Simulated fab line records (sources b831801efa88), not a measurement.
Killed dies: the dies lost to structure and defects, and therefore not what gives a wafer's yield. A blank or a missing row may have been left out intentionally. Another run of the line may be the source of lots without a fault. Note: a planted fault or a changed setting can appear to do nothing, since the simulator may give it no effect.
The tool behind it: which one? || flow sky130 || 33 wafers sampled from 11 lots at 1 step of a route of 708

WHAT THE GAUGES READ, wafer by wafer
SKY_METAL2_OVL_MEAS_16.
{"lot": "L943", "measured": "day 36 00:32", "on": "overlay-01", "METAL2_OVL (nm)": "-3 1 -5"}
{"lot": "L947", "measured": "day 37 16:15", "on": "overlay-01", "METAL2_OVL (nm)": "-6 -14 5"}
{"lot": "L948", "measured": "day 37 19:52", "on": "overlay-02", "METAL2_OVL (nm)": "-7 -8 5"}
{"lot": "L950", "measured": "day 38 03:15", "on": "overlay-01", "METAL2_OVL (nm)": "-1 -1 6"}
{"lot": "L951", "measured": "day 38 20:06", "on": "overlay-02", "METAL2_OVL (nm)": "-5 -1 1"}
{"lot": "L953", "measured": "day 39 04:45", "on": "overlay-02", "METAL2_OVL (nm)": "-7 -9 0"}
{"lot": "L954", "measured": "day 39 13:14", "on": "overlay-02", "METAL2_OVL (nm)": "-3 -7 -12"}
{"lot": "L959", "measured": "day 40 22:10", "on": "overlay-02", "METAL2_OVL (nm)": "-7 -6 -6"}
{"lot": "L960", "measured": "day 41 00:56", "on": "overlay-02", "METAL2_OVL (nm)": "0 1 -10"}
{"lot": "L963", "measured": "day 42 01:39", "on": "overlay-01", "METAL2_OVL (nm)": "4 -1 2"}
{"lot": "L966", "measured": "day 42 22:03", "on": "overlay-02", "METAL2_OVL (nm)": "-1 -3 -2"}

EACH LOT AND THE TOOL THAT RAN IT (in order: tool; ch and the chambers of the sampled wafers; start)
Before these readings, the record contains no process step.

AS READ BY THE TOOLS THEMSELVES (means over the sampled wafers that have a number; for cases with no such wafer, the mark the record gives instead)
The record holds no such reading with a usual standard deviation.

THE ANSWER, worked out from the rows above alone
Rule: what is usual is taken from the lots themselves. The widest of any qualifying gaps counts: lots, ordered by their means at a reading, are off when they make up no more than a third of the lots, leave a main group of 4 or more, and stand apart from it by 3 or more times the standard deviation of that group's means. A main group whose means are all the same, to the digits that the tables above print for the reading, isn't used. A lot without any number at a reading at which 4 lots or more have one is off too. Where the step has rows for the other lots, those lots are counted as sound. After the gauges, taken in route order, come the tools' own readings; for these a lot's mean is taken, as printed above. The first step at which some lot is off is used, and at that step the reading that is off furthest; a lot without a number counts as furthest.
Across all readings shown, no lot is off: no conclusion can be drawn from this.

WHAT THE SIMULATOR HAD PUT IN
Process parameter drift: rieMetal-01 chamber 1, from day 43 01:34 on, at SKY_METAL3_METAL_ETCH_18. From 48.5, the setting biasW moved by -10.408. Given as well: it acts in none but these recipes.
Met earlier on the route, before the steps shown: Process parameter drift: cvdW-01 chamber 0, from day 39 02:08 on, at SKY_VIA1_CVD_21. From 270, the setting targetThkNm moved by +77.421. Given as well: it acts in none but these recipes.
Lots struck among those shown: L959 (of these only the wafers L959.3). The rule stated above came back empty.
